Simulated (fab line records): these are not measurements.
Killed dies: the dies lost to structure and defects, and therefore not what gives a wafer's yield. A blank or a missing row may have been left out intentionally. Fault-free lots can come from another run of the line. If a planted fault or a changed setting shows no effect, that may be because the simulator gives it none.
Which tool was responsible? / flow sky130 / 33 wafers from 11 lots sampled at 6 of the route's 708 steps

WHAT THE GAUGES READ, wafer by wafer
SKY_SD_N_TW_MEAS_12.
lot=L108; measured=day 29 08:31; on=film_metro-03; SD_N_TW=3912 3895 3896
lot=L110; measured=day 29 11:13; on=film_metro-04; SD_N_TW=3975 3946 3969
lot=L112; measured=day 30 10:45; on=film_metro-01; SD_N_TW=4029 4027 4040
lot=L117; measured=day 31 09:01; on=film_metro-01; SD_N_TW=4048 4038 4024
lot=L118; measured=day 32 00:33; on=film_metro-03; SD_N_TW=3914 3950 3918
lot=L119; measured=day 32 02:06; on=film_metro-03; SD_N_TW=3656 3638 3649
lot=L121; measured=day 32 16:10; on=film_metro-03; SD_N_TW=3663 3680 3672
lot=L122; measured=day 33 10:33; on=film_metro-03; SD_N_TW=3662 3663 3660
lot=L125; measured=day 34 05:48; on=film_metro-04; SD_N_TW=4001 4021 4013
lot=L128; measured=day 34 23:00; on=film_metro-03; SD_N_TW=3942 3905 3909
lot=L129; measured=day 35 09:07; on=film_metro-01; SD_N_TW=4059 4048 4043

SKY_SD_N_RS_MEAS_16: measurement is done with a four-point probe.
lot=L108; measured=day 29 08:48; on=film_metro-03; SD_N_RS (ohm/sq)=68.63 68.70 68.59
lot=L110; measured=day 29 11:30; on=film_metro-01; SD_N_RS (ohm/sq)=68.50 68.67 68.45
lot=L112; measured=day 30 11:02; on=film_metro-03; SD_N_RS (ohm/sq)=68.59 68.87 68.81
lot=L117; measured=day 31 09:18; on=film_metro-03; SD_N_RS (ohm/sq)=68.74 68.58 68.61
lot=L118; measured=day 32 00:50; on=film_metro-03; SD_N_RS (ohm/sq)=68.69 68.64 68.67
lot=L119; measured=day 32 02:23; on=film_metro-04; SD_N_RS (ohm/sq)=103.72 103.51 103.32
lot=L121; measured=day 32 16:29; on=film_metro-03; SD_N_RS (ohm/sq)=101.62 101.88 101.81
lot=L122; measured=day 33 10:50; on=film_metro-01; SD_N_RS (ohm/sq)=103.04 103.16 103.23
lot=L125; measured=day 34 06:08; on=film_metro-03; SD_N_RS (ohm/sq)=68.67 68.53 68.70
lot=L128; measured=day 34 23:17; on=film_metro-01; SD_N_RS (ohm/sq)=68.54 68.54 68.45
lot=L129; measured=day 35 09:26; on=film_metro-01; SD_N_RS (ohm/sq)=68.46 68.40 68.68

SKY_SD_N_RS_MEAS_17: measurement is done with a four-point probe.
lot=L108; measured=day 29 08:55; on=film_metro-03; SD_P_RS (ohm/sq)=147.3 147.4 147.2
lot=L110; measured=day 29 11:37; on=film_metro-01; SD_P_RS (ohm/sq)=146.9 146.9 146.8
lot=L112; measured=day 30 11:10; on=film_metro-03; SD_P_RS (ohm/sq)=147.5 147.5 147.4
lot=L117; measured=day 31 09:25; on=film_metro-03; SD_P_RS (ohm/sq)=147.4 147.1 147.1
lot=L118; measured=day 32 00:57; on=film_metro-03; SD_P_RS (ohm/sq)=147.5 147.6 147.0
lot=L119; measured=day 32 02:30; on=film_metro-04; SD_P_RS (ohm/sq)=147.0 146.8 147.3
lot=L121; measured=day 32 16:36; on=film_metro-03; SD_P_RS (ohm/sq)=147.3 146.9 147.4
lot=L122; measured=day 33 10:57; on=film_metro-01; SD_P_RS (ohm/sq)=146.9 146.4 146.5
lot=L125; measured=day 34 06:16; on=film_metro-03; SD_P_RS (ohm/sq)=147.2 147.7 147.1
lot=L128; measured=day 34 23:25; on=film_metro-01; SD_P_RS (ohm/sq)=147.1 146.9 146.8
lot=L129; measured=day 35 09:33; on=film_metro-01; SD_P_RS (ohm/sq)=146.9 146.9 147.1

TOOL THAT RAN EACH LOT (tool first, then ch and the chambers of the sampled wafers, then the start)
lot=L108; SKY_SD_N_IMPLANT_09=implanter-04 ch 0, day 29 08:07; SKY_SD_N_STRIP_11=plasma_asher-01 ch 0,1, day 29 08:24; SKY_SD_N_RTA_14=rtp_anneal-02 ch 0, day 29 08:37
lot=L110; SKY_SD_N_IMPLANT_09=implanter-02 ch 0, day 29 10:50; SKY_SD_N_STRIP_11=plasma_asher-01 ch 0,1, day 29 11:06; SKY_SD_N_RTA_14=rtp_anneal-01 ch 0, day 29 11:19
lot=L112; SKY_SD_N_IMPLANT_09=implanter-03 ch 0, day 30 10:21; SKY_SD_N_STRIP_11=plasma_asher-01 ch 0,1, day 30 10:39; SKY_SD_N_RTA_14=rtp_anneal-01 ch 0, day 30 10:52
lot=L117; SKY_SD_N_IMPLANT_09=implanter-03 ch 0, day 31 08:38; SKY_SD_N_STRIP_11=plasma_asher-04 ch 0,1, day 31 08:54; SKY_SD_N_RTA_14=rtp_anneal-01 ch 0, day 31 09:07
lot=L118; SKY_SD_N_IMPLANT_09=implanter-03 ch 0, day 32 00:09; SKY_SD_N_STRIP_11=plasma_asher-03 ch 0,1, day 32 00:27; SKY_SD_N_RTA_14=rtp_anneal-01 ch 0, day 32 00:40
lot=L119; SKY_SD_N_IMPLANT_09=implanter-03 ch 0, day 32 01:42; SKY_SD_N_STRIP_11=plasma_asher-04 ch 0,1, day 32 02:00; SKY_SD_N_RTA_14=rtp_anneal-02 ch 0, day 32 02:13
lot=L121; SKY_SD_N_IMPLANT_09=implanter-03 ch 0, day 32 15:48; SKY_SD_N_STRIP_11=plasma_asher-04 ch 0,1, day 32 16:05; SKY_SD_N_RTA_14=rtp_anneal-02 ch 0, day 32 16:17
lot=L122; SKY_SD_N_IMPLANT_09=implanter-03 ch 0, day 33 10:09; SKY_SD_N_STRIP_11=plasma_asher-01 ch 0,1, day 33 10:27; SKY_SD_N_RTA_14=rtp_anneal-01 ch 0, day 33 10:40
lot=L125; SKY_SD_N_IMPLANT_09=implanter-04 ch 0, day 34 05:24; SKY_SD_N_STRIP_11=plasma_asher-01 ch 0,1, day 34 05:42; SKY_SD_N_RTA_14=rtp_anneal-02 ch 0, day 34 05:55
lot=L128; SKY_SD_N_IMPLANT_09=implanter-02 ch 0, day 34 22:36; SKY_SD_N_STRIP_11=plasma_asher-03 ch 0,1, day 34 22:54; SKY_SD_N_RTA_14=rtp_anneal-01 ch 0, day 34 23:07
lot=L129; SKY_SD_N_IMPLANT_09=implanter-02 ch 0, day 35 08:45; SKY_SD_N_STRIP_11=plasma_asher-01 ch 0,1, day 35 09:02; SKY_SD_N_RTA_14=rtp_anneal-02 ch 0, day 35 09:14
- SKY_SD_N_IMPLANT_09
- SKY_SD_N_STRIP_11: strips in O2/N2.
- SKY_SD_N_RTA_14: time 2 s.

AS READ BY THE TOOLS THEMSELVES (means over the sampled wafers that have a number; for cases with no such wafer, the mark the record gives instead)
SKY_SD_N_IMPLANT_09.
lot=L108; tool=implanter-04; beam_on_s (s)=19.6; dose_ions_cm2=3.997e+15; end_station_pressure_torr (Torr)=1.23e-05; faraday_current_uA=11174
lot=L110; tool=implanter-02; beam_on_s (s)=18.7; dose_ions_cm2=3.999e+15; end_station_pressure_torr (Torr)=1.28e-05; faraday_current_uA=11749
lot=L112; tool=implanter-03; beam_on_s (s)=17.8; dose_ions_cm2=3.996e+15; end_station_pressure_torr (Torr)=1.38e-05; faraday_current_uA=12286
lot=L117; tool=implanter-03; beam_on_s (s)=18.2; dose_ions_cm2=4.000e+15; end_station_pressure_torr (Torr)=1.36e-05; faraday_current_uA=12038
lot=L118; tool=implanter-03; beam_on_s (s)=18.4; dose_ions_cm2=4.005e+15; end_station_pressure_torr (Torr)=1.36e-05; faraday_current_uA=11876
lot=L119; tool=implanter-03; beam_on_s (s)=10.0; dose_ions_cm2=1.091e+15; end_station_pressure_torr (Torr)=9.90e-06; faraday_current_uA=6006
lot=L121; tool=implanter-03; beam_on_s (s)=10.1; dose_ions_cm2=1.095e+15; end_station_pressure_torr (Torr)=1.02e-05; faraday_current_uA=6020
lot=L122; tool=implanter-03; beam_on_s (s)=9.8; dose_ions_cm2=1.099e+15; end_station_pressure_torr (Torr)=9.87e-06; faraday_current_uA=6140
lot=L125; tool=implanter-04; beam_on_s (s)=19.2; dose_ions_cm2=4.001e+15; end_station_pressure_torr (Torr)=1.24e-05; faraday_current_uA=11434
lot=L128; tool=implanter-02; beam_on_s (s)=18.6; dose_ions_cm2=4.000e+15; end_station_pressure_torr (Torr)=1.33e-05; faraday_current_uA=11801
lot=L129; tool=implanter-02; beam_on_s (s)=18.1; dose_ions_cm2=3.999e+15; end_station_pressure_torr (Torr)=1.23e-05; faraday_current_uA=12071

SKY_SD_N_STRIP_11.
lot=L108; tool=plasma_asher-01; drypump_motor_current_A (A)=5.8; n2_flow_sccm (sccm)=300.6; oes_product_au (a.u.)=0.529; strip_time_to_endpoint_s (s)=22.56
lot=L110; tool=plasma_asher-01; drypump_motor_current_A (A)=5.9; n2_flow_sccm (sccm)=300.9; oes_product_au (a.u.)=0.528; strip_time_to_endpoint_s (s)=22.51
lot=L112; tool=plasma_asher-01; drypump_motor_current_A (A)=5.8; n2_flow_sccm (sccm)=300.2; oes_product_au (a.u.)=0.528; strip_time_to_endpoint_s (s)=22.56
lot=L117; tool=plasma_asher-04; drypump_motor_current_A (A)=6.3; n2_flow_sccm (sccm)=301.1; oes_product_au (a.u.)=0.528; strip_time_to_endpoint_s (s)=22.53
lot=L118; tool=plasma_asher-03; drypump_motor_current_A (A)=5.6; n2_flow_sccm (sccm)=301.2; oes_product_au (a.u.)=0.524; strip_time_to_endpoint_s (s)=22.60
lot=L119; tool=plasma_asher-04; drypump_motor_current_A (A)=6.3; n2_flow_sccm (sccm)=299.1; oes_product_au (a.u.)=0.603; strip_time_to_endpoint_s (s)=18.17
lot=L121; tool=plasma_asher-04; drypump_motor_current_A (A)=6.3; n2_flow_sccm (sccm)=300.8; oes_product_au (a.u.)=0.596; strip_time_to_endpoint_s (s)=18.30
lot=L122; tool=plasma_asher-01; drypump_motor_current_A (A)=5.7; n2_flow_sccm (sccm)=299.9; oes_product_au (a.u.)=0.599; strip_time_to_endpoint_s (s)=18.17
lot=L125; tool=plasma_asher-01; drypump_motor_current_A (A)=5.8; n2_flow_sccm (sccm)=299.6; oes_product_au (a.u.)=0.524; strip_time_to_endpoint_s (s)=22.52
lot=L128; tool=plasma_asher-03; drypump_motor_current_A (A)=5.6; n2_flow_sccm (sccm)=299.8; oes_product_au (a.u.)=0.527; strip_time_to_endpoint_s (s)=22.57
lot=L129; tool=plasma_asher-01; drypump_motor_current_A (A)=5.7; n2_flow_sccm (sccm)=300.2; oes_product_au (a.u.)=0.523; strip_time_to_endpoint_s (s)=22.52

SKY_SD_N_RTA_14.
lot=L108; tool=rtp_anneal-02; lamp_power_pct (%)=15.71; wafer_temp_C_max=1077.5
lot=L110; tool=rtp_anneal-01; lamp_power_pct (%)=15.81; wafer_temp_C_max=1077.6
lot=L112; tool=rtp_anneal-01; lamp_power_pct (%)=15.79; wafer_temp_C_max=1077.6
lot=L117; tool=rtp_anneal-01; lamp_power_pct (%)=15.72; wafer_temp_C_max=1079.0
lot=L118; tool=rtp_anneal-01; lamp_power_pct (%)=15.74; wafer_temp_C_max=1078.6
lot=L119; tool=rtp_anneal-02; lamp_power_pct (%)=15.76; wafer_temp_C_max=1077.5
lot=L121; tool=rtp_anneal-02; lamp_power_pct (%)=15.69; wafer_temp_C_max=1077.9
lot=L122; tool=rtp_anneal-01; lamp_power_pct (%)=15.72; wafer_temp_C_max=1077.6
lot=L125; tool=rtp_anneal-02; lamp_power_pct (%)=15.72; wafer_temp_C_max=1077.2
lot=L128; tool=rtp_anneal-01; lamp_power_pct (%)=15.68; wafer_temp_C_max=1077.5
lot=L129; tool=rtp_anneal-02; lamp_power_pct (%)=15.72; wafer_temp_C_max=1077.2

THE ANSWER, worked out from the rows above alone
Rule: the lots themselves supply what counts as usual. The widest of any qualifying gaps counts: lots, ordered by their means at a reading, are off when they make up no more than a third of the lots, leave a main group of 4 or more, and stand apart from it by 3 or more times the standard deviation of that group's means. Not used: any main group whose means are identical at the precision the tables above print for the reading. A lot without any number at a reading at which 4 lots or more have one is off too. Where the step has rows for the other lots, those lots are counted as sound. First the gauges in route order, then the tools' own readings, where a lot's mean is used as printed above. The first step at which some lot is off is used, and at that step the reading that is off furthest; a lot without a number counts as furthest.
Off: L119, L121, L122, at SKY_SD_N_TW_MEAS_12 (SD_N_TW). The main group has a mean of 3980 with a standard deviation of 56.
A tool fits if, at a process step before that reading, it ran every lot that is off, and no sound lot after the first of them. Not tried: the gauges at SKY_SD_N_TW_MEAS_12; whatever is off there is also off at SKY_SD_N_IMPLANT_09, on other tools, and gauge error can't account for it. One fits: implanter-03 at SKY_SD_N_IMPLANT_09. A fault onset in the window from L118 (day 32 00:09, its last sound lot) to L119 (day 32 01:42, its first lot off) fits.
The tool's own readings at SKY_SD_N_IMPLANT_09 bear it out: on the lots that are off they differ by more than 5 times the standard deviation of the sound lots' means. beam_on_s reads 10.0 s there against 18.6 s on the sound lots; dose_ions_cm2 reads 1.095e+15 there against 4.000e+15 on the sound lots; end_station_pressure_torr reads 9.99e-06 Torr there against 1.30e-05 Torr on the sound lots; faraday_current_uA reads 6055 there against 11804 on the sound lots.

WHAT THE SIMULATOR HAD PUT IN
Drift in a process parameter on implanter-03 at SKY_SD_N_IMPLANT_09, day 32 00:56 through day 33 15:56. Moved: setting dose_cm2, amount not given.
Struck lots among those shown: L119, L121, L122. The same result came from the rule above.
